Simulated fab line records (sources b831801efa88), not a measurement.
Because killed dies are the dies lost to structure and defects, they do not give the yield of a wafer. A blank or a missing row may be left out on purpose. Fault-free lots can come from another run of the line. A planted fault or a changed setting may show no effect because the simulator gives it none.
fab line records	flow sky130
[record] lots = 24	wafers = 72	lastDay = 52
route steps=708 shown PWDE@84 SD_N@350 LOCAL_INTERCONNECT@401 CONTACT@420 VIA1@473 METAL5@677
lots untouched by any fault: they come from a run of this same line in which no faults occurred
startH: start of the lot's first displayed wafer, in hours after the record's first day	waitH: hours elapsed since this lot's preceding step	" identical to the entry in the row above	L1.1+2: a row that stands for several wafers	- value missing, or start not given	* or withheld: withheld	< > ~ a bound
route shown NAME@n: NAME is a module with steps in the file, n the number in the route of the first one	usual: mean and standard deviation over wafers with no fault	same: alike in all rows	chamber/n: place in a boat	sites: the reading at each site	_std_site: their standard deviation	_edge_site: outer sites' mean less inner sites'	radiusMm: for every site, how far away it sits from the centre of the wafer	mask NAME#n: copy n	behind: the last tool/chamber to shape the wafer	hold: what put the lot on hold/how long, in hours/how the hold closed	device: whichever transistor did not switch (one of n, p or np)	end of line: at the end of the route, the tests of the same wafers	for a step that has no rows: nothing shown but its recipe	killed: dies lost to structure and defects at the first sort, not the wafer's yield	map: a wafer's dies, marking killed ones x, the rest . and places with no die _
set.NAME: the run value of the setting; set.NAME@STEP: its run value at that earlier step	model.NAME: the simulator's own value behind a step, which no gauge read
one table for each step of the route and one row for each wafer, over a sample of lots
services: the hour from which a tool's chamber was out of use, counted from the record's first day as startH (under 0 if before that day), plus the number of hours and why
[[steps]]
[step SKY_NWELL_RS_MEAS_31]
[recipe] thkMeasGauge = four-point-probe
[usual] PWDE_RS = 5269/17
lot.wafer	tool	chamber	startH	waitH	PWDE_RS[ohm/sq]
L074.1	filmMetro-01	-	103.28	0.1	5284
L074.2	"	-	"	"	5265
L074.3	"	-	"	"	5274
L075.1	filmMetro-02	-	107.83	0.1	5276
L075.3	"	-	"	"	5282
L075.6	"	-	"	"	5304
L076.1	filmMetro-03	-	114.55	0.1	5281
L076.3	"	-	"	"	5269
L076.6	"	-	"	"	5270
L077.1	filmMetro-03	-	120.95	0.1	5263
L077.3	"	-	"	"	5260
L077.4	"	-	"	"	5252
L078.2	filmMetro-03	-	125.62	0.1	5291
L078.4	"	-	"	"	5295
L078.5	"	-	"	"	5262
L079.1	filmMetro-01	-	131.78	0.1	5277
L079.4	"	-	"	"	5280
L079.5	"	-	"	"	5280
L080.1	filmMetro-03	-	136.63	0.1	5285
L080.2	"	-	"	"	5279
L080.6	"	-	"	"	5291
L081.2	filmMetro-01	-	141.67	0.1	5249
L081.4	"	-	"	"	5239
L081.6	"	-	"	"	5260
L082.2	filmMetro-02	-	146.94	0.1	5275
L082.3	"	-	"	"	5284
L082.4	"	-	"	"	5272
L083.2	filmMetro-02	-	148.49	0.1	5286
L083.4	"	-	"	"	5259
L083.5	"	-	"	"	5270
L084.1	filmMetro-03	-	151.48	0.1	5234
L084.3	"	-	"	"	5238
L084.6	"	-	"	"	5234
L085.1	filmMetro-03	-	156.65	0.1	5288
L085.2	"	-	"	"	5276
L085.4	"	-	"	"	5286
L086.2	filmMetro-02	-	160.24	0.1	5310
L086.4	"	-	"	"	5292
L086.5	"	-	"	"	5290
L087.1	filmMetro-02	-	164.40	0.1	5233
L087.3	"	-	"	"	5248
L087.4	"	-	"	"	5254
L088.1	filmMetro-02	-	167.27	0.1	5258
L088.4	"	-	"	"	5249
L088.6	"	-	"	"	5268
L089.1	filmMetro-02	-	171.37	0.1	5249
L089.2	"	-	"	"	5239
L089.5	"	-	"	"	5233
L090.1	filmMetro-02	-	174.42	0.1	5243
L090.5	"	-	"	"	5274
L090.6	"	-	"	"	5283
L091.1	filmMetro-02	-	177.30	0.1	5274
L091.3	"	-	"	"	5263
L091.6	"	-	"	"	5277
L094.2	filmMetro-03	-	318.57	0.1	5277
L094.3	"	-	"	"	5275
L094.4	"	-	"	"	5263
L092.2	filmMetro-02	-	318.92	0.1	5284
L092.4	"	-	"	"	5277
L092.6	"	-	"	"	5268
L093.2	filmMetro-03	-	319.27	0.1	5297
L093.4	"	-	"	"	5275
L093.6	"	-	"	"	5280
L095.2	filmMetro-02	-	319.62	0.1	5267
L095.3	"	-	"	"	5260
L095.4	"	-	"	"	5258
L097.2	filmMetro-03	-	320.10	0.1	5262
L097.3	"	-	"	"	5241
L097.5	"	-	"	"	5253
L096.2	filmMetro-01	-	320.57	0.1	5280
L096.4	"	-	"	"	5262
L096.6	"	-	"	"	5255
[step SKY_SD_N_OVL_MEAS_08]
[usual] SD_N_OVL = -1.7/1.4
lot.wafer	tool	chamber	startH	waitH	SD_N_OVL[nm]
L074.1	overlay-02	-	590.21	0.1	-2.0
L074.2	"	-	"	"	-0.6
L074.3	"	-	"	"	-1.7
L075.1	overlay-01	-	590.48	0.1	-2.2
L075.3	"	-	"	"	-2.1
L075.6	"	-	"	"	-1.5
L076.1	overlay-02	-	590.51	0.1	-0.6
L076.3	"	-	"	"	-1.3
L076.6	"	-	"	"	0.5
L077.1	overlay-02	-	593.43	0.1	-2.1
L077.3	"	-	"	"	-5.3
L077.4	"	-	"	"	-2.4
L078.2	overlay-02	-	608.01	0.1	-0.9
L078.4	"	-	"	"	-2.0
L078.5	"	-	"	"	-1.9
L080.1	overlay-02	-	617.95	0.1	-3.7
L080.2	"	-	"	"	-0.8
L080.6	"	-	"	"	-1.0
L079.1	overlay-02	-	620.45	0.1	-2.1
L079.4	"	-	"	"	-2.3
L079.5	"	-	"	"	-4.4
L081.2	overlay-02	-	632.56	0.1	-3.2
L081.4	"	-	"	"	-4.0
L081.6	"	-	"	"	-3.2
L082.2	overlay-01	-	641.98	0.1	-0.1
L082.3	"	-	"	"	-2.2
L082.4	"	-	"	"	-2.6
L084.1	overlay-01	-	645.55	0.1	0.5
L084.3	"	-	"	"	-1.3
L084.6	"	-	"	"	0.6
L083.2	overlay-01	-	647.28	0.1	-2.1
L083.4	"	-	"	"	-3.2
L083.5	"	-	"	"	-1.5
L085.1	overlay-01	-	654.76	0.1	-2.7
L085.2	"	-	"	"	-0.4
L085.4	"	-	"	"	-2.5
L086.2	overlay-01	-	661.81	0.1	0.4
L086.4	"	-	"	"	-2.0
L086.5	"	-	"	"	-2.0
L087.1	overlay-02	-	669.91	0.1	-3.2
L087.3	"	-	"	"	-0.8
L087.4	"	-	"	"	-2.4
L088.1	overlay-02	-	671.45	0.1	-1.8
L088.4	"	-	"	"	-0.9
L088.6	"	-	"	"	0.3
L089.1	overlay-02	-	684.60	0.1	-3.5
L089.2	"	-	"	"	-2.5
L089.5	"	-	"	"	0.0
L090.1	overlay-01	-	697.36	0.1	-1.3
L090.5	"	-	"	"	-0.3
L090.6	"	-	"	"	-0.7
L091.1	overlay-02	-	703.46	0.1	1.2
L091.3	"	-	"	"	-1.9
L091.6	"	-	"	"	-1.9
L094.2	overlay-01	-	896.11	0.1	-2.9
L094.3	"	-	"	"	-1.7
L094.4	"	-	"	"	-1.7
L092.2	overlay-02	-	900.21	0.1	-1.1
L092.4	"	-	"	"	-2.0
L092.6	"	-	"	"	-2.3
L093.2	overlay-01	-	902.06	0.1	-1.5
L093.4	"	-	"	"	-0.3
L093.6	"	-	"	"	-1.4
L095.2	overlay-02	-	902.56	0.1	-1.8
L095.3	"	-	"	"	-3.6
L095.4	"	-	"	"	-1.2
L096.2	overlay-02	-	903.83	0.1	-2.0
L096.4	"	-	"	"	-1.6
L096.6	"	-	"	"	-2.3
L097.2	overlay-02	-	905.96	0.1	-1.0
L097.3	"	-	"	"	-1.7
L097.5	"	-	"	"	-2.0
[step SKY_LOCAL_INTERCONNECT_METAL_ETCH_14]
[recipe] targetDepthNm = 110	stopOn = PSG	chemistry = Cl2/BCl3	target = TiN	resistSidewallDeg = 88	pressureMtorr = 10	icpW = 900	biasW = 48.5	Cl2_flow_sccm = 60	bcl3FlowSccm = 30	timeS = 31.4
[usual] drypumpMotorCurrentA = 5.9/0.43	oesProductAu = 0.943/0.007	rfFwdPowerW = 887/3.2	throttleValvePct = 21.900/0.011
lot.wafer	tool	chamber	startH	waitH	drypumpMotorCurrentA	oesProductAu	rfFwdPowerW	rfHoursCounterH	throttleValvePct
L074.1	rieMetal-02	0	651.63	0.0	6.5	0.940	892	0	21.900
L074.2	"	1	"	"	6.1	0.945	888	3	21.914
L074.3	"	1	"	"	6.2	0.937	890	-	21.904
L075.1	rieMetal-01	0	653.03	0.1	5.6	0.943	883	3	21.890
L075.3	"	0	"	"	5.7	0.952	881	-	21.913
L075.6	"	0	"	"	5.7	0.961	883	-	21.876
L076.1	rieMetal-04	1	654.02	0.1	5.6	0.944	886	0	21.928
L076.3	"	1	"	"	5.6	0.943	888	-	21.892
L076.6	"	1	"	"	5.6	0.940	892	-	21.900
L077.1	rieMetal-02	1	655.20	0.0	6.2	0.946	888	3	21.887
L077.3	"	1	"	"	6.1	0.950	888	-	21.889
L077.4	"	0	"	"	6.5	0.943	886	-	21.895
L078.2	rieMetal-01	0	669.73	0.0	5.6	0.943	887	3	21.888
L078.4	"	1	"	"	5.3	0.941	883	-	21.898
L078.5	"	1	"	"	5.3	0.948	883	-	21.888
L080.1	rieMetal-02	1	678.18	0.0	6.2	0.938	890	4	21.900
L080.2	"	0	"	"	6.5	0.953	891	1	21.901
L080.6	"	0	"	"	6.5	0.944	892	-	21.912
L079.1	rieMetal-04	0	680.73	0.0	6.4	0.934	880	0	21.904
L079.4	"	1	"	"	5.6	0.943	891	-	21.910
L079.5	"	0	"	"	6.4	0.924	884	-	21.911
L081.2	rieMetal-04	0	693.63	0.0	6.5	0.945	883	0	21.896
L081.4	"	1	"	"	5.6	0.947	887	-	21.892
L081.6	"	0	"	"	6.4	0.944	885	-	21.900
L082.2	rieMetal-04	1	702.95	0.0	5.6	0.942	889	2	21.911
L082.3	"	1	"	"	5.6	0.934	890	-	21.908
L082.4	"	0	"	"	6.4	0.928	882	-	21.903
L084.1	rieMetal-01	1	705.38	0.0	5.3	0.946	884	6	21.898
L084.3	"	1	"	"	5.3	0.940	883	-	21.882
L084.6	"	0	"	"	5.7	0.945	884	-	21.890
L083.2	rieMetal-02	1	706.53	0.0	6.1	0.946	890	5	21.894
L083.4	"	1	"	"	6.1	0.950	889	-	21.895
L083.5	"	1	"	"	6.1	0.943	893	-	21.887
L085.1	rieMetal-01	1	715.13	0.0	5.3	0.958	887	6	21.897
L085.2	"	0	"	"	5.6	0.945	887	5	21.890
L085.4	"	1	"	"	5.3	0.958	889	-	21.891
L086.2	rieMetal-04	0	723.53	0.0	6.4	0.946	886	1	21.906
L086.4	"	0	"	"	6.5	0.937	882	-	21.904
L086.5	"	0	"	"	6.5	0.938	880	-	21.900
L087.1	rieMetal-01	0	730.80	0.0	5.7	0.947	889	6	21.887
L087.3	"	1	"	"	5.3	0.956	888	-	21.879
L087.4	"	0	"	"	5.7	0.951	887	-	21.898
L088.1	rieMetal-02	1	733.78	0.0	6.2	0.942	890	6	21.894
L088.4	"	0	"	"	6.5	0.934	888	-	21.898
L088.6	"	0	"	"	6.4	0.949	890	-	21.891
L089.1	rieMetal-01	0	745.00	0.0	5.7	0.943	887	7	21.893
L089.2	"	1	"	"	5.3	0.951	886	8	21.883
L089.5	"	1	"	"	5.3	0.943	883	-	21.880
L090.1	rieMetal-04	0	758.90	0.0	6.5	0.943	886	3	21.883
L090.5	"	0	"	"	6.5	0.943	885	-	21.902
L090.6	"	1	"	"	5.7	0.950	883	-	21.903
L091.1	rieMetal-01	0	764.18	0.0	5.7	0.935	892	7	21.905
L091.3	"	1	"	"	5.3	0.942	888	-	21.897
L091.6	"	1	"	"	5.3	0.947	890	-	21.922
L094.2	rieMetal-04	1	950.58	0.0	5.6	0.933	890	14	21.903
L094.3	"	0	"	"	6.4	0.925	887	-	21.932
L094.4	"	1	"	"	5.6	0.934	891	-	21.913
L092.2	rieMetal-04	1	954.23	0.0	5.6	0.935	885	15	21.893
L092.4	"	0	"	"	6.4	0.941	884	-	21.909
L092.6	"	1	"	"	5.6	0.935	884	-	21.903
L093.2	rieMetal-02	0	956.63	0.0	6.5	0.949	892	12	21.919
L093.4	"	1	"	"	6.1	0.951	884	-	21.896
L093.6	"	0	"	"	6.4	0.947	887	-	21.909
L095.2	rieMetal-04	0	957.28	0.0	6.4	0.940	885	13	21.898
L095.3	"	1	"	"	5.6	0.937	883	-	21.896
L095.4	"	0	"	"	6.4	0.943	890	-	21.906
L096.2	rieMetal-01	1	958.23	0.0	5.3	0.954	889	20	21.898
L096.4	"	0	"	"	5.7	0.939	883	-	21.905
L096.6	"	0	"	"	5.7	0.939	885	-	21.905
L097.2	rieMetal-04	1	960.26	0.0	5.7	0.944	887	15	21.886
L097.3	"	1	"	"	5.7	0.944	885	-	21.886
L097.5	"	0	"	"	6.5	0.943	884	-	21.905
[step SKY_CONTACT_CD_MEAS_14]
[recipe] targetCdNm = 170
[usual] cdNm = 169.2/1.2
lot.wafer	tool	chamber	startH	waitH	cdNm
L074.1	cdSem-02	-	680.63	-	168.6
L074.2	"	-	"	"	168.4
L074.3	"	-	"	"	168.8
L075.1	cdSem-02	-	682.56	-	167.6
L075.3	"	-	"	"	169.2
L075.6	"	-	"	"	167.9
L076.1	cdSem-02	-	683.34	-	167.7
L076.3	"	-	"	"	167.8
L076.6	"	-	"	"	167.0
L077.1	cdSem-01	-	684.89	-	168.6
L077.3	"	-	"	"	167.0
L077.4	"	-	"	"	168.4
L078.2	cdSem-01	-	698.93	-	168.5
L078.4	"	-	"	"	167.3
L078.5	"	-	"	"	168.0
L080.1	cdSem-01	-	708.41	-	170.2
L080.2	"	-	"	"	170.2
L080.6	"	-	"	"	168.4
L079.1	cdSem-01	-	710.39	-	170.5
L079.4	"	-	"	"	169.0
L079.5	"	-	"	"	169.3
L081.2	cdSem-02	-	724.06	-	168.0
L081.4	"	-	"	"	168.2
L081.6	"	-	"	"	168.6
L082.2	cdSem-01	-	734.26	-	171.4
L082.3	"	-	"	"	169.3
L082.4	"	-	"	"	171.5
L084.1	cdSem-02	-	736.36	-	170.3
L084.3	"	-	"	"	171.1
L084.6	"	-	"	"	171.5
L083.2	cdSem-02	-	737.01	-	169.2
L083.4	"	-	"	"	169.7
L083.5	"	-	"	"	170.3
L085.1	cdSem-02	-	745.26	-	169.2
L085.2	"	-	"	"	169.6
L085.4	"	-	"	"	170.2
L086.2	cdSem-01	-	753.78	-	170.6
L086.4	"	-	"	"	169.6
L086.5	"	-	"	"	169.1
L087.1	cdSem-02	-	761.06	-	168.8
L087.3	"	-	"	"	168.1
L087.4	"	-	"	"	169.2
L088.1	cdSem-02	-	763.09	-	167.8
L088.4	"	-	"	"	168.8
L088.6	"	-	"	"	168.6
L089.1	cdSem-01	-	772.66	-	167.0
L089.2	"	-	"	"	168.5
L089.5	"	-	"	"	167.3
L090.1	cdSem-01	-	785.36	-	171.4
L090.5	"	-	"	"	171.2
L090.6	"	-	"	"	170.8
L091.1	cdSem-01	-	791.21	-	168.1
L091.3	"	-	"	"	168.7
L091.6	"	-	"	"	167.3
L094.2	cdSem-01	-	976.83	-	168.7
L094.3	"	-	"	"	169.8
L094.4	"	-	"	"	169.6
L092.2	cdSem-02	-	980.91	-	171.1
L092.4	"	-	"	"	171.0
L092.6	"	-	"	"	170.2
L093.2	cdSem-01	-	983.63	-	169.6
L093.4	"	-	"	"	169.1
L093.6	"	-	"	"	168.9
L095.2	cdSem-01	-	984.73	-	170.4
L095.3	"	-	"	"	170.3
L095.4	"	-	"	"	169.3
L096.2	cdSem-02	-	985.08	-	168.7
L096.4	"	-	"	"	168.8
L096.6	"	-	"	"	169.8
L097.2	cdSem-01	-	986.88	-	168.7
L097.3	"	-	"	"	168.5
L097.5	"	-	"	"	168.2
[step SKY_VIA1_ETCH_15]
[recipe] target = SiO2	chemistry = C4F8/O2/Ar	targetDepthNm = 351	stopOn = TiN	maskMaterial = KrF-thick	sourceW = 1500	biasW = 1200	pressureMtorr = 40	c4f8FlowSccm = withheld	O2_flow_sccm = 6	Ar_flow_sccm = 300	timeS = 54
[usual] oesProductAu = 0.981/0.0052	rfFwdPowerW = 1486/6
lot.wafer	tool	chamber	startH	waitH	oesProductAu	rfFwdPowerW	rfHoursCounterH
L074.1	rieDiel-01	1	742.84	0.0	0.987	1483	15
L074.2	"	0	"	"	0.984	1491	20
L074.3	"	3	"	"	0.981	1495	11
L075.1	rieDiel-03	3	743.51	0.0	0.985	1492	7
L075.3	"	0	"	"	0.987	1490	23
L075.6	"	3	"	"	0.976	1486	-
L076.1	rieDiel-04	3	745.86	0.0	0.983	1488	13
L076.3	"	2	"	"	0.981	1497	32
L076.6	"	1	"	"	0.987	1478	-
L077.1	rieDiel-01	1	746.51	0.0	0.984	1486	15
L077.3	"	0	"	"	0.971	1483	21
L077.4	"	1	"	"	0.980	1485	-
L078.2	rieDiel-01	1	759.53	0.0	0.982	1489	16
L078.4	"	1	"	"	0.982	1487	-
L078.5	"	3	"	"	0.974	1475	-
L080.1	rieDiel-04	1	767.73	0.0	0.984	1493	18
L080.2	"	2	"	"	0.972	1488	32
L080.6	"	2	"	"	0.990	1486	-
L079.1	rieDiel-01	3	769.83	0.0	0.985	1478	13
L079.4	"	1	"	"	0.986	1485	16
L079.5	"	3	"	"	0.978	1486	-
L081.2	rieDiel-03	0	781.94	0.0	0.979	1493	25
L081.4	"	2	"	"	0.982	1480	12
L081.6	"	0	"	"	0.977	1497	-
L082.2	rieDiel-04	3	790.26	0.0	0.977	1488	14
L082.3	"	1	"	"	0.983	1487	18
L082.4	"	2	"	"	0.978	1489	33
L084.1	rieDiel-04	3	793.76	0.0	0.986	1488	14
L084.3	"	2	"	"	0.976	1485	33
L084.6	"	0	"	"	0.982	1492	-
L083.2	rieDiel-03	3	794.88	0.0	0.982	1488	8
L083.4	"	1	"	"	0.975	1477	8
L083.5	"	2	"	"	0.977	1475	-
L085.1	rieDiel-04	3	800.11	0.0	0.986	1487	14
L085.2	"	2	"	"	0.978	1489	33
L085.4	"	0	"	"	0.988	1473	5
L086.2	rieDiel-04	2	809.63	0.0	0.987	1480	33
L086.4	"	0	"	"	0.979	1492	6
L086.5	"	3	"	"	0.975	1481	-
L087.1	rieDiel-01	1	817.93	0.0	0.980	1494	17
L087.3	"	0	"	"	0.976	1500	23
L087.4	"	2	"	"	0.989	1486	1
L088.1	rieDiel-04	1	819.64	0.0	0.986	1488	19
L088.4	"	3	"	"	0.989	1482	-
L088.6	"	1	"	"	0.987	1483	-
L089.1	rieDiel-01	0	829.73	0.0	0.977	1482	23
L089.2	"	3	"	"	0.975	1486	14
L089.5	"	0	"	"	0.983	1498	-
L090.1	rieDiel-04	2	841.88	0.0	0.981	1485	1
L090.5	"	3	"	"	0.982	1484	-
L090.6	"	2	"	"	0.979	1484	-
L091.1	rieDiel-01	2	848.49	0.0	0.983	1484	2
L091.3	"	0	"	"	0.983	1484	24
L091.6	"	3	"	"	0.980	1489	-
L094.2	rieDiel-04	2	1027.76	0.0	0.973	1493	6
L094.3	"	3	"	"	0.984	1484	21
L094.4	"	1	"	"	0.983	1487	3
L092.2	rieDiel-03	2	1031.74	0.0	0.974	1478	19
L092.4	"	3	"	"	0.981	1500	15
L092.6	"	2	"	"	0.969	1477	-
L093.2	rieDiel-03	0	1033.24	0.0	0.967	1490	4
L093.4	"	3	"	"	0.980	1489	15
L093.6	"	3	"	"	0.987	1492	-
L095.2	rieDiel-04	3	1034.39	0.0	0.977	1480	21
L095.3	"	0	"	"	0.981	1485	12
L095.4	"	2	"	"	0.985	1492	6
L096.2	rieDiel-04	2	1035.09	0.0	0.981	1487	6
L096.4	"	0	"	"	0.979	1481	12
L096.6	"	2	"	"	0.981	1482	-
L097.2	rieDiel-04	3	1035.74	0.0	0.988	1488	21
L097.3	"	2	"	"	0.980	1499	6
L097.5	"	1	"	"	0.993	1486	-
[step SKY_METAL5_STRIP_16]
[recipe] chemistry = O2/N2	powerW = 1400	pressureMtorr = 1500	platenTempC = withheld	o2FlowSccm = 3000	n2FlowSccm = 300	overashFraction = 0.5
[usual] drypumpMotorCurrentA = 5.8/0.34	oesProductAu = 0.711/0.0041	stripTimeToEndpointS = 13.14/0.14
lot.wafer	tool	chamber	startH	waitH	drypumpMotorCurrentA	oesProductAu	rfHoursCounterH	stripTimeToEndpointS
L075.1	plasmaAsher-02	1	990.83	0.2	6.0	0.710	56	13.29
L075.3	"	1	"	"	6.0	0.710	-	13.29
L075.6	"	1	"	"	6.0	0.712	-	13.26
L074.1	plasmaAsher-01	1	991.13	0.2	6.1	0.709	81	13.17
L074.2	"	0	"	"	5.3	0.712	81	13.35
L074.3	"	0	"	"	5.3	0.710	-	13.15
L076.1	plasmaAsher-04	1	992.58	0.2	5.9	0.710	24	13.21
L076.3	"	0	"	"	5.6	0.716	-	13.15
L076.6	"	0	"	"	5.5	0.714	-	13.22
L077.1	plasmaAsher-01	1	994.13	0.2	6.0	0.711	82	13.01
L077.3	"	1	"	"	6.1	0.714	-	12.89
L077.4	"	0	"	"	5.3	0.714	-	12.88
L078.2	plasmaAsher-02	0	1003.88	0.2	6.0	0.706	57	12.97
L078.4	"	1	"	"	6.0	0.706	-	13.04
L078.5	"	0	"	"	6.0	0.702	-	13.09
L080.1	plasmaAsher-01	1	1012.33	0.2	6.1	0.710	83	13.09
L080.2	"	0	"	"	5.2	0.714	83	13.36
L080.6	"	1	"	"	6.1	0.709	-	13.33
L079.1	plasmaAsher-02	0	1014.58	0.2	6.0	0.718	58	13.18
L079.4	"	1	"	"	6.0	0.711	-	13.21
L079.5	"	0	"	"	6.0	0.714	-	13.23
L081.2	plasmaAsher-02	0	1024.36	0.2	6.0	0.707	59	13.20
L081.4	"	0	"	"	6.0	0.706	-	13.16
L081.6	"	0	"	"	6.0	0.718	-	13.26
L082.2	plasmaAsher-04	1	1033.28	0.2	5.9	0.709	28	13.08
L082.3	"	0	"	"	5.5	0.710	-	13.05
L082.4	"	1	"	"	5.9	0.706	-	13.11
L084.1	plasmaAsher-01	0	1034.32	0.2	5.3	0.711	85	13.17
L084.3	"	0	"	"	5.3	0.712	-	13.02
L084.6	"	1	"	"	6.0	0.704	-	13.10
L083.2	plasmaAsher-01	1	1035.46	0.2	6.0	0.720	85	13.06
L083.4	"	0	"	"	5.2	0.707	-	13.07
L083.5	"	1	"	"	6.1	0.711	-	13.22
L085.1	plasmaAsher-02	1	1040.86	0.2	6.0	0.713	61	13.09
L085.2	"	0	"	"	6.0	0.708	61	13.06
L085.4	"	1	"	"	6.0	0.717	-	12.86
L086.2	plasmaAsher-01	1	1048.45	0.3	6.0	0.712	86	13.23
L086.4	"	0	"	"	5.2	0.718	-	13.22
L086.5	"	0	"	"	5.2	0.712	-	13.25
L087.1	plasmaAsher-01	1	1055.91	0.2	6.0	0.713	87	13.11
L087.3	"	1	"	"	6.0	0.710	-	12.91
L087.4	"	0	"	"	5.2	0.706	-	13.08
L088.1	plasmaAsher-01	0	1058.01	0.2	5.2	0.710	87	13.08
L088.4	"	1	"	"	6.0	0.715	-	13.10
L088.6	"	0	"	"	5.3	0.706	-	13.16
L089.1	plasmaAsher-04	0	1063.33	0.2	5.6	0.718	32	13.17
L089.2	"	1	"	"	5.9	0.709	32	13.10
L089.5	"	0	"	"	5.6	0.715	-	13.04
L090.1	plasmaAsher-01	1	1073.58	0.2	6.0	0.705	89	13.24
L090.5	"	0	"	"	5.2	0.712	-	13.21
L090.6	"	1	"	"	6.0	0.706	-	13.27
L091.1	plasmaAsher-01	1	1078.28	0.2	6.0	0.707	89	13.13
L091.3	"	0	"	"	5.2	0.709	-	13.05
L091.6	"	0	"	"	5.2	0.713	-	13.12
L094.2	plasmaAsher-02	1	1203.48	0.2	6.0	0.712	77	13.29
L094.3	"	1	"	"	6.0	0.710	-	13.31
L094.4	"	0	"	"	6.0	0.712	-	13.27
L092.2	plasmaAsher-01	1	1205.08	0.2	6.1	0.712	100	13.12
L092.4	"	1	"	"	6.0	0.713	-	13.07
L092.6	"	1	"	"	6.0	0.713	-	13.05
L093.2	plasmaAsher-01	0	1205.88	0.2	5.3	0.708	100	13.37
L093.4	"	1	"	"	6.1	0.711	-	13.37
L093.6	"	1	"	"	6.1	0.704	-	13.34
L096.2	plasmaAsher-01	1	1206.88	0.2	6.1	0.709	100	13.05
L096.4	"	1	"	"	6.0	0.723	-	13.05
L096.6	"	1	"	"	6.1	0.717	-	13.15
L095.2	plasmaAsher-02	1	1207.18	0.2	6.0	0.713	78	13.27
L095.3	"	0	"	"	6.0	0.712	-	13.22
L095.4	"	1	"	"	6.0	0.717	-	12.98
L097.2	plasmaAsher-01	0	1207.71	0.2	5.3	0.709	100	12.98
L097.3	"	1	"	"	6.0	0.715	-	13.15
L097.5	"	1	"	"	6.0	0.711	-	12.92
[[services]]
tool	chamber	startH	hours	kind
rieMetal-01	-	628.98	14.6	pm
rieDiel-04	3	645.53	10.0	repair
rieDiel-04	2	661.07	4.5	repair
rieDiel-01	3	682.73	8.8	repair
rieDiel-01	1	687.56	4.3	repair
plasmaAsher-02	-	730.37	2.8	pm
rieMetal-01	-	805.85	0.6	repair
rieDiel-04	2	831.35	3.2	repair
rieDiel-01	3	854.52	3.5	repair
plasmaAsher-01	-	870.36	0.9	repair
rieMetal-01	0	892.38	5.6	repair
rieMetal-01	-	903.89	0.6	repair
rieMetal-01	0	905.20	11.6	repair
rieMetal-04	0	920.32	3.0	repair
rieMetal-01	1	923.25	1.1	repair
plasmaAsher-01	-	956.78	0.7	repair
rieMetal-01	-	967.78	1.3	repair
rieMetal-01	-	977.32	2.8	pm
plasmaAsher-01	-	1021.54	10.0	pm
plasmaAsher-01	-	1065.54	1.4	repair
plasmaAsher-01	-	1096.35	14.6	pm
rieDiel-04	1	1103.89	8.9	repair
rieMetal-04	-	1199.35	14.6	pm
rieDiel-04	0	1204.34	1.5	repair
[[key]]
fault none
